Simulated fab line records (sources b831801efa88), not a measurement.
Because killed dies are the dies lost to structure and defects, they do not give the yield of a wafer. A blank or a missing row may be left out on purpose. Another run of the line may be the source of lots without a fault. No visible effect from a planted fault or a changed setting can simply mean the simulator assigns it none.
Which tool is to blame?    flow sky130    at 1 step of a route of 708, 6 lots with 18 wafers sampled

WHAT THE GAUGES READ, wafer by wafer
SKY_DNWELL_TW_MEAS_09.
lot   measured     on             DNWELL_TW
L273  day 3 15:12  film metro-04  1119 1110 1125
L276  day 4 08:23  film metro-01  1125 1125 1121
L279  day 4 22:32  film metro-01  1111 1115 1108
L283  day 6 03:22  film metro-04  1104 1106 1106
L288  day 6 23:23  film metro-04  1111 1111 1108
L291  day 7 14:37  film metro-01  1121 1121 1119

EACH LOT AND THE TOOL THAT RAN IT (in order: tool; ch and the chambers of the sampled wafers; start)
There is no process step in the record ahead of these readings.

THE ANSWER, worked out from the rows above alone
Rule: usual is defined by the lots themselves. Put in order of their means at a reading, lots are off if they are a third of the lots or fewer, leave a main group of 4 or more, and stand apart from it by a gap of 3 or more times the standard deviation of the main group's means; of several such gaps the widest counts. The tables above print the reading to a certain number of digits; a main group whose means all agree to those digits is not used. Also off: a lot with no number at a reading for which 4 or more lots have one. All remaining lots with rows at the step are treated as sound.
Across all readings shown, no lot is off: no conclusion can be drawn from this.

WHAT THE SIMULATOR PUT IN
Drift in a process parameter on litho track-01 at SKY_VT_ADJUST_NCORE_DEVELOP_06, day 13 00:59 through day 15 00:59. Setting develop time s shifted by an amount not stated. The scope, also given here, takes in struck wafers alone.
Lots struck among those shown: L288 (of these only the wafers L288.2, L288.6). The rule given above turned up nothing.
